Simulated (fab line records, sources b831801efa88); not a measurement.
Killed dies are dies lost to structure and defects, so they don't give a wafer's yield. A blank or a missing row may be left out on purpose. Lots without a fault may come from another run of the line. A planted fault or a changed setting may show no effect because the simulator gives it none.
Split-lot experiment | flow sfq_line | 5 lots, 23 wafers read, on a route of 325 steps

THE SPLIT
At SFQ_TRILAYER_I3_VIA_LITHO_COAT_090 (resist thk 62 nm), the setting spin_rpm was moved away from the recipe's 3000 rpm on 12 of the 23 wafers read, by -7.3% to +5.9%. The other wafers ran this setting at the recipe's value.

The reading is taken at the split's own step.

THE READING
BARC_of_TRILAYER_I3_VIA_LITHO_COAT_090.thk_nm (the simulator's own value, which no gauge read), in nm, at SFQ_TRILAYER_I3_VIA_LITHO_COAT_090 (resist thk 62 nm). The file gives no usual value for it. The 11 wafers here that ran the recipe average 61.92 nm, standard deviation 0.19 nm.

wafer  | tool, chamber at the split | spin_rpm as run, rpm | against the recipe | BARC_of_TRILAYER_I3_VIA_LITHO_COAT_090.thk_nm, nm | against lot-mates on the recipe
L074.1 | litho_track-03, 0          | 3177                 | +5.9%              | 60.51                                             | -1.62
L074.2 | litho_track-03, 0          | 3000                 | recipe             | 62.25                                             | -
L074.3 | litho_track-03, 0          | 3000                 | recipe             | 62                                                | -
L074.4 | litho_track-03, 0          | 3177                 | +5.9%              | 60.29                                             | -1.84
L074.5 | litho_track-03, 0          | 3177                 | +5.9%              | 60.37                                             | -1.76
L075.1 | litho_track-01, 0          | 3164                 | +5.5%              | 60.31                                             | -1.33
L075.2 | litho_track-01, 0          | 3164                 | +5.5%              | 60.16                                             | -1.48
L075.3 | litho_track-01, 0          | 3164                 | +5.5%              | 60.17                                             | -1.47
L075.4 | litho_track-01, 0          | 3000                 | recipe             | 61.56                                             | -
L075.6 | litho_track-01, 0          | 3000                 | recipe             | 61.71                                             | -
L076.3 | litho_track-03, 0          | 3000                 | recipe             | 61.87                                             | -
L076.4 | litho_track-03, 0          | 3000                 | recipe             | 62                                                | -
L076.6 | litho_track-03, 0          | 3000                 | recipe             | 61.8                                              | -
L081.1 | litho_track-03, 0          | 3000                 | recipe             | 62.06                                             | -
L081.2 | litho_track-03, 0          | 3000                 | recipe             | 62.17                                             | -
L081.3 | litho_track-03, 0          | 2782                 | -7.3%              | 64.5                                              | +2.38
L081.4 | litho_track-03, 0          | 2782                 | -7.3%              | 64.45                                             | +2.34
L081.6 | litho_track-03, 0          | 2782                 | -7.3%              | 64.38                                             | +2.26
L084.1 | litho_track-03, 0          | 3000                 | recipe             | 61.79                                             | -
L084.2 | litho_track-03, 0          | 2939                 | -2.0%              | 62.57                                             | +0.74
L084.3 | litho_track-03, 0          | 2939                 | -2.0%              | 62.67                                             | +0.84
L084.4 | litho_track-03, 0          | 3000                 | recipe             | 61.86                                             | -
L084.5 | litho_track-03, 0          | 2939                 | -2.0%              | 62.44                                             | +0.61

THE FIT
A straight line over all 23 wafers: BARC_of_TRILAYER_I3_VIA_LITHO_COAT_090.thk_nm changes by -0.314 nm for each +1% of spin_rpm; r = -0.99; the points scatter about the line by 0.2 nm.
The same after taking each lot's own level away (the mean of its wafers on the recipe; 23 wafers): -0.301 nm for each +1%; r = -1.00; scatter 0.12 nm.
On that fit, the largest move of spin_rpm shifts the reading by 2.2 nm.
The lots' own levels span 61.635 to 62.125 nm, that is 2.5 times the standard deviation above.
So the lot-to-lot level changes the slope little: the two slopes agree.
Check: with one of the wafers moved furthest among these (-7.3%) left out of the fit, the line predicts +2.22 nm for it against its lot-mates. It came out at +2.38 nm against them.

OTHER SPLITS ON THESE WAFERS
These wafers also went through other splits before the reading. Each is held against what the fit with the lots' levels taken away leaves over:
other split on the same wafers                   | wafers away from the commonest value | r with BARC_of_TRILAYER_I3_VIA_LITHO_COAT_090.thk_nm (lot level and that fit taken away)
SFQ_TRILAYER_M2_LITHO_PEB_060 peb_time_s         | 8                                    | -0.15
SFQ_TRILAYER_I2_VIA_LITHO_COAT_072 resist_thk_nm | 8                                    | +0.20
SFQ_TRILAYER_I2_VIA_LITHO_EXPOSE_068 dose_mj     | 5                                    | -0.10
SFQ_TRILAYER_M3_LITHO_COAT_075 resist_thk_nm     | 9                                    | -0.19

THE FILE'S OWN FIT
BARC_of_TRILAYER_I3_VIA_LITHO_COAT_090.thk_nm changes by -0.3 nm for each +1% of spin_rpm, r = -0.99.
